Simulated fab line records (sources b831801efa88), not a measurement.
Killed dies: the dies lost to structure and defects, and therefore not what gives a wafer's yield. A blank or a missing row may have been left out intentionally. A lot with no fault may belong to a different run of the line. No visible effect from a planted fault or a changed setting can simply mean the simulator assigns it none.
fab line records -- flow sky130
record: lots: 7, wafers: 21, lastDay: 50
route steps=708 shown PWDE@84 VT_ADJUST_HVTP@85 PAD_OPEN@708
lots untouched by any fault: they come from a run of this same line in which no faults occurred
startH: hours from the record's first day to the start of the lot's first wafer shown -- waitH: time in hours since the lot's previous step -- " repeats the value in the row above -- L1.1+2: a row that stands for several wafers -- - no value present, or no start provided -- * or withheld: withheld -- < > ~ a bound
route shown NAME@n: a module of which the file shows steps, and the number in the route of the first -- usual: mean/standard deviation taken from wafers without a fault -- same: alike in all rows -- chamber/n: place in a boat -- sites: per-site readings -- _std_site: how widely they spread, as a standard deviation -- _edge_site: inner sites' mean taken away from outer sites' mean -- radiusMm: how far each site lies from the wafer's centre -- mask NAME#n: copy n -- behind: the most recent tool/chamber to have shaped the wafer -- hold: why the lot was held/for how many hours/how that ended -- device: names the non-switching transistor (n, p or np) -- end of line: at the end of the route, the tests of the same wafers -- step lacking rows: just its recipe -- killed: dies that structure and defects cost at the first sort, which is not the same as the wafer's yield -- map: a wafer's dies, x killed, . not, _ none there
set.NAME: the run value of the setting; set.NAME@STEP: its run value at that earlier step -- model.NAME: the simulator's own value behind a step, which no gauge read
certain route steps with their lots: each step a table, each wafer a row
services: from which hour (startH, from the record's first day; less than 0 if before it) a tool's chamber was out of use, for how many hours, and why
== steps ==
step: SKY_NWELL_RS_MEAS_31
recipe: thkMeasGauge: four-point-probe
usual: PWDE_RS: 5270/20
lot.wafer,tool,chamber,startH,waitH,PWDE_RS[ohm/sq]
L759.1,filmMetro-04,-,151.63,0.1,5278
L759.3,filmMetro-04,-,151.63,0.1,5273
L759.5,filmMetro-04,-,151.63,0.1,5272
L761.3,filmMetro-03,-,163.17,0.1,5296
L761.5,filmMetro-03,-,163.17,0.1,5290
L761.6,filmMetro-03,-,163.17,0.1,5294
L763.2,filmMetro-03,-,179.04,0.1,5264
L763.4,filmMetro-03,-,179.04,0.1,5266
L763.6,filmMetro-03,-,179.04,0.1,5266
L764.1,filmMetro-03,-,186.32,0.1,5221
L764.5,filmMetro-03,-,186.32,0.1,5257
L764.6,filmMetro-03,-,186.32,0.1,5253
L766.2,filmMetro-03,-,196.99,0.1,5248
L766.3,filmMetro-03,-,196.99,0.1,5235
L766.5,filmMetro-03,-,196.99,0.1,5259
L768.2,filmMetro-02,-,209.88,0.1,5269
L768.4,filmMetro-02,-,209.88,0.1,5274
L768.5,filmMetro-02,-,209.88,0.1,5272
L773.1,filmMetro-03,-,251.87,0.1,5308
L773.2,filmMetro-03,-,251.87,0.1,5309
L773.3,filmMetro-03,-,251.87,0.1,5325
step: SKY_VT_ADJUST_HVTP_DEHYDRATE_00
recipe: tempC: 200, timeS: 60
step: SKY_VT_ADJUST_HVTP_HMDS_01
recipe: primeTimeS: 60, primeTempC: 120
step: SKY_VT_ADJUST_HVTP_COAT_02
recipe: resist: NOVOLAK, spinRpm: 3000, resistThkNm: 1140
step: SKY_VT_ADJUST_HVTP_SOFTBAKE_03
recipe: tempC: 90, timeS: 60, resist: NOVOLAK
step: SKY_VT_ADJUST_HVTP_EXPOSE_04
recipe: maskId: HVTPM, na: 0.6, sourceShape: conventional, sigmaOuter: 0.6, polarization: unpolarized, targetCdNm: 380, doseMj: 140
step: SKY_VT_ADJUST_HVTP_PEB_05
recipe: tempC: withheld, timeS: *, resist: NOVOLAK
step: SKY_VT_ADJUST_HVTP_DEVELOP_06
recipe: resist: NOVOLAK, developer: TMAH, developTimeS: 60, devTempC: 23
step: SKY_VT_ADJUST_HVTP_CD_MEAS_07
recipe: targetCdNm: 380
usual: cdNm: 380.5/2.6
lot.wafer,tool,chamber,startH,waitH,cdNm
L759.1,cdSem-02,-,170.66,0.1,381.4
L759.3,cdSem-02,-,170.66,0.1,383.3
L759.5,cdSem-02,-,170.66,0.1,383.0
L761.3,cdSem-01,-,183.35,0.1,384.6
L761.5,cdSem-01,-,183.35,0.1,382.4
L761.6,cdSem-01,-,183.35,0.1,381.6
L763.2,cdSem-01,-,200.09,0.1,381.3
L763.4,cdSem-01,-,200.09,0.1,379.5
L763.6,cdSem-01,-,200.09,0.1,379.6
L764.1,cdSem-01,-,207.61,0.1,381.0
L764.5,cdSem-01,-,207.61,0.1,381.3
L764.6,cdSem-01,-,207.61,0.1,379.3
L766.2,cdSem-02,-,218.08,0.1,381.9
L766.3,cdSem-02,-,218.08,0.1,382.2
L766.5,cdSem-02,-,218.08,0.1,382.1
L768.2,cdSem-02,-,231.91,0.1,381.7
L768.4,cdSem-02,-,231.91,0.1,383.6
L768.5,cdSem-02,-,231.91,0.1,382.6
L773.1,cdSem-01,-,275.49,0.1,377.8
L773.2,cdSem-01,-,275.49,0.1,378.0
L773.3,cdSem-01,-,275.49,0.1,379.3
step: SKY_VT_ADJUST_HVTP_OVL_MEAS_08
usual: VT_ADJUST_HVTP_OVL: 0.1/1.5
lot.wafer,tool,chamber,startH,waitH,VT_ADJUST_HVTP_OVL[nm]
L759.1,overlay-02,-,170.78,0.1,-0.4
L759.3,overlay-02,-,170.78,0.1,-0.8
L759.5,overlay-02,-,170.78,0.1,-0.9
L761.3,overlay-02,-,183.44,0.1,0.3
L761.5,overlay-02,-,183.44,0.1,0.9
L761.6,overlay-02,-,183.44,0.1,-0.1
L763.2,overlay-01,-,200.20,0.1,-1.4
L763.4,overlay-01,-,200.20,0.1,-1.0
L763.6,overlay-01,-,200.20,0.1,-0.4
L764.1,overlay-01,-,207.73,0.1,-1.0
L764.5,overlay-01,-,207.73,0.1,-1.9
L764.6,overlay-01,-,207.73,0.1,-1.8
L766.2,overlay-02,-,218.18,0.1,-0.6
L766.3,overlay-02,-,218.18,0.1,-0.6
L766.5,overlay-02,-,218.18,0.1,0.4
L768.2,overlay-02,-,232.02,0.1,0.7
L768.4,overlay-02,-,232.02,0.1,1.4
L768.5,overlay-02,-,232.02,0.1,1.8
L773.1,overlay-01,-,275.61,0.1,-1.7
L773.2,overlay-01,-,275.61,0.1,-0.5
L773.3,overlay-01,-,275.61,0.1,0.1
step: SKY_VT_ADJUST_HVTP_IMPLANT_09
recipe: species: As, energyKev: 150, doseCm2: 4.3e+12, tiltDeg: withheld
step: SKY_VT_ADJUST_HVTP_STRIP_10
recipe: chemistry: O2/N2, powerW: 1400, pressureMtorr: 1500, platenTempC: withheld, o2FlowSccm: 3000, n2FlowSccm: 300, overashFraction: 0.5
usual: chamberPressureMTorr: 1500.0/1.3, drypumpMotorCurrentA: 6.1/0.53, oesProductAu: 0.716/0.0045, stripTimeToEndpointS: 14.17/0.034
lot.wafer,tool,chamber,startH,waitH,chamberPressureMTorr,drypumpMotorCurrentA,oesProductAu,rfHoursCounterH,stripTimeToEndpointS
L759.1,plasmaAsher-04,1,171.11,0.2,1501.4,5.8,0.713,48,14.14
L759.3,plasmaAsher-04,1,171.11,0.2,1500.6,5.8,0.718,-,14.11
L759.5,plasmaAsher-04,0,171.11,0.2,1499.1,6.6,0.711,-,14.14
L761.3,plasmaAsher-01,0,183.64,0.1,1500.5,6.6,0.713,-,14.14
L761.5,plasmaAsher-01,1,183.64,0.1,1503.4,5.8,0.713,-,14.14
L761.6,plasmaAsher-01,0,183.64,0.1,1497.4,6.6,0.716,-,14.15
L763.2,plasmaAsher-01,1,200.38,0.1,1798.9,5.8,0.739,8,13.55
L763.4,plasmaAsher-01,1,200.38,0.1,1799.1,5.8,0.740,-,13.54
L763.6,plasmaAsher-01,0,200.38,0.1,1798.8,6.7,0.729,-,13.50
L764.1,plasmaAsher-01,1,207.91,0.1,1800.0,5.8,0.737,9,13.67
L764.5,plasmaAsher-01,1,207.91,0.1,1802.2,5.8,0.737,-,13.70
L764.6,plasmaAsher-01,0,207.91,0.1,1801.7,6.6,0.740,-,13.69
L766.2,plasmaAsher-01,1,218.36,0.1,1798.1,5.8,0.748,10,13.64
L766.3,plasmaAsher-01,1,218.36,0.1,1799.6,5.8,0.733,-,13.62
L766.5,plasmaAsher-01,1,218.36,0.1,1800.9,5.8,0.732,-,13.60
L768.2,plasmaAsher-04,0,232.20,0.1,1502.2,6.6,0.716,55,14.21
L768.4,plasmaAsher-04,1,232.20,0.1,1500.5,5.8,0.715,-,14.16
L768.5,plasmaAsher-04,0,232.20,0.1,1501.0,6.6,0.715,-,14.16
L773.1,plasmaAsher-02,0,275.79,0.1,1498.6,4.9,0.717,46,14.16
L773.2,plasmaAsher-02,1,275.79,0.1,1501.0,6.1,0.720,46,14.17
L773.3,plasmaAsher-02,0,275.79,0.1,1499.3,5.0,0.716,-,14.17
step: SKY_VT_ADJUST_HVTP_TW_MEAS_11
usual: VT_ADJUST_HVTP_TW: 1363/15
lot.wafer,tool,chamber,startH,waitH,VT_ADJUST_HVTP_TW
L759.1,filmMetro-03,-,171.21,0.1,1365
L759.3,filmMetro-03,-,171.21,0.1,1364
L759.5,filmMetro-03,-,171.21,0.1,1363
L761.3,filmMetro-01,-,183.73,0.1,1334
L761.5,filmMetro-01,-,183.73,0.1,1345
L761.6,filmMetro-01,-,183.73,0.1,1349
L763.2,filmMetro-03,-,200.49,0.1,1359
L763.4,filmMetro-03,-,200.49,0.1,1364
L763.6,filmMetro-03,-,200.49,0.1,1365
L764.1,filmMetro-04,-,208.01,0.1,1375
L764.5,filmMetro-04,-,208.01,0.1,1373
L764.6,filmMetro-04,-,208.01,0.1,1373
L766.2,filmMetro-04,-,218.47,0.1,1379
L766.3,filmMetro-04,-,218.47,0.1,1381
L766.5,filmMetro-04,-,218.47,0.1,1374
L768.2,filmMetro-04,-,232.33,0.1,1381
L768.4,filmMetro-04,-,232.33,0.1,1385
L768.5,filmMetro-04,-,232.33,0.1,1387
L773.1,filmMetro-03,-,275.89,0.1,1358
L773.2,filmMetro-03,-,275.89,0.1,1362
L773.3,filmMetro-03,-,275.89,0.1,1356
step: SKY_PAD_OPEN_PROBE_99
usual: killed_at_M0_to_M3: 44/7.4, killed_at_M4_up: 3.0/1.8, killedAtContacts: 24/5.1, killedAtFrontEnd: 15/4.3, killedAtOther: 0.3/0.54, killedDies: 86/9.9, killedOpen: 47/7.1, killedShort: 38/6.7
same: grossDies: 492, killedAtBackSide: 0
lot.wafer,tool,chamber,startH,waitH,killed_at_M0_to_M3,killed_at_M4_up,killedAtContacts,killedAtFrontEnd,killedAtOther,killedDies,killedOpen,killedShort
L759.1,prober-01,-,1132.15,0.1,40,2,26,12,1,81,42,39
L759.3,prober-01,-,1132.25,0.2,34,5,25,16,0,80,40,40
L759.5,prober-01,-,1132.35,0.2,42,3,31,11,0,87,49,38
L764.1,prober-01,-,1161.07,0.1,39,3,25,11,0,78,39,39
L764.5,prober-01,-,1161.27,0.2,52,6,27,16,0,101,46,55
L764.6,prober-01,-,1161.32,0.2,45,6,22,15,0,88,45,43
L766.2,prober-01,-,1168.44,0.1,40,6,37,12,1,96,60,36
L766.3,prober-01,-,1168.49,0.2,47,5,30,17,0,99,50,49
L766.5,prober-01,-,1168.59,0.2,52,2,21,19,0,94,55,39
L773.1,prober-02,-,1211.64,0.1,55,1,26,10,0,92,52,40
L773.2,prober-02,-,1211.69,0.1,51,4,15,13,1,84,55,29
L773.3,prober-02,-,1211.74,0.2,44,5,26,14,0,89,47,42
killed by level:class
L759.1 CONTACT:geometricParticle:short=9 CONTACT:geometricParticle:open=9 METAL2:geometricParticle:short=7 VIA2:geometricParticle:open=7 VIA1:geometricParticle:open=5 METAL1:geometricParticle:short=4 VIA1:geometricParticle:short=4 VIA3:geometricParticle:open=4
L759.3 CONTACT:geometricParticle:open=9 VIA1:geometricParticle:open=8 LI_CONTACT:geometricParticle:open=7 METAL1:geometricParticle:short=5 VIA1:geometricParticle:short=5 METAL4:geometricParticle:short=5 FIELD_ISO:geometricParticle:short=4 LOCAL_INTERCONNECT:geometricParticle:short=4
L759.5 CONTACT:geometricParticle:open=9 CONTACT:geometricParticle:short=8 VIA1:geometricParticle:open=7 VIA2:geometricParticle:open=7 METAL1:geometricParticle:short=6 VIA3:geometricParticle:open=6 METAL2:geometricParticle:short=5 POLY_GATE:geometricParticle:open=4
L764.1 VIA1:geometricParticle:open=11 CONTACT:geometricParticle:open=9 LI_CONTACT:geometricParticle:open=8 FIELD_ISO:geometricParticle:short=7 VIA3:geometricParticle:short=7 VIA1:geometricParticle:short=5 CONTACT:geometricParticle:short=4 METAL2:geometricParticle:short=4
L764.5 VIA1:geometricParticle:open=11 LOCAL_INTERCONNECT:geometricParticle:short=9 CONTACT:geometricParticle:open=8 VIA1:geometricParticle:short=8 METAL2:geometricParticle:short=8 VIA2:geometricParticle:open=8 FIELD_ISO:geometricParticle:short=6 LI_CONTACT:geometricParticle:open=6
L764.6 VIA1:geometricParticle:open=16 POLY_GATE:geometricParticle:short=7 METAL2:geometricParticle:short=6 VIA1:geometricParticle:short=6 VIA2:geometricParticle:open=5 CONTACT:geometricParticle:open=5 CONTACT:geometricParticle:short=5 METAL1:geometricParticle:short=5
L766.2 CONTACT:geometricParticle:open=12 LI_CONTACT:geometricParticle:open=11 VIA1:geometricParticle:open=11 VIA2:geometricParticle:open=11 CONTACT:geometricParticle:short=7 POLY_GATE:geometricParticle:open=5 FIELD_ISO:geometricParticle:short=4 METAL4:geometricParticle:short=4
L766.3 VIA1:geometricParticle:open=13 LI_CONTACT:geometricParticle:open=13 VIA1:geometricParticle:short=9 FIELD_ISO:geometricParticle:short=6 CONTACT:geometricParticle:open=6 METAL2:geometricParticle:short=6 LOCAL_INTERCONNECT:geometricParticle:short=4 CONTACT:geometricParticle:short=4
L766.5 VIA1:geometricParticle:open=10 CONTACT:geometricParticle:open=8 METAL1:geometricParticle:short=8 METAL2:geometricParticle:short=7 FIELD_ISO:geometricParticle:open=6 LI_CONTACT:geometricParticle:open=6 VIA2:geometricParticle:open=6 VIA1:geometricParticle:short=5
L773.1 VIA1:geometricParticle:open=12 CONTACT:geometricParticle:open=12 METAL2:geometricParticle:short=9 VIA1:geometricParticle:short=8 LI_CONTACT:geometricParticle:open=6 VIA3:geometricParticle:open=6 VIA2:geometricParticle:open=5 CONTACT:geometricParticle:short=4
L773.2 VIA3:geometricParticle:open=14 VIA1:geometricParticle:open=10 VIA2:geometricParticle:open=9 CONTACT:geometricParticle:open=6 FIELD_ISO:geometricParticle:short=4 POLY_GATE:geometricParticle:open=4 LI_CONTACT:geometricParticle:open=4 METAL3:geometricParticle:short=4
L773.3 VIA1:geometricParticle:open=14 CONTACT:geometricParticle:open=8 FIELD_ISO:geometricParticle:short=7 LI_CONTACT:geometricParticle:open=7 METAL1:geometricParticle:short=6 VIA3:geometricParticle:open=6 CONTACT:geometricParticle:short=5 METAL2:geometricParticle:open=5
== services ==
tool,chamber,startH,hours,kind
plasmaAsher-02,-,155.12,2.2,repair
plasmaAsher-01,-,255.79,0.8,repair
plasmaAsher-01,-,257.47,2.8,pm
== key ==
firstSign: step: SKY_VT_ADJUST_HVTP_STRIP_10, reading: chamberPressureMTorr, direction: up, sigmas: 99+, usual: 1500.0, struck: 1799.9
effect: step: SKY_VT_ADJUST_HVTP_STRIP_10, reading: stripTimeToEndpointS, direction: down, sigmas: 16, usual: *, struck: *
metAt SKY_VT_ADJUST_HVTP_STRIP_10
struckWafers L763.2,L763.4,L763.6,L764.1,L764.5,L764.6,L766.2,L766.3,L766.5
testerLeftOut L763,L764,L766
onsetBetween 183.64 200.38
fault: kind: processParameterDrift, tool: plasmaAsher-01, chamber: -, onsetH: 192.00, steps: SKY_VT_ADJUST_HVTP_STRIP_10, channel: pressureMtorr, offset: 300, shape: step, endH: 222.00, actsIn: theseRecipesOnly, stated: 1500
testerLeftOut: of these lots the tester's yield and bins aren't shown, on N5 and GAA mostly nor the transistor test; their killed dies are dies lost to structure and defects alone, not to doping, threshold or leakage, so they don't give the yield
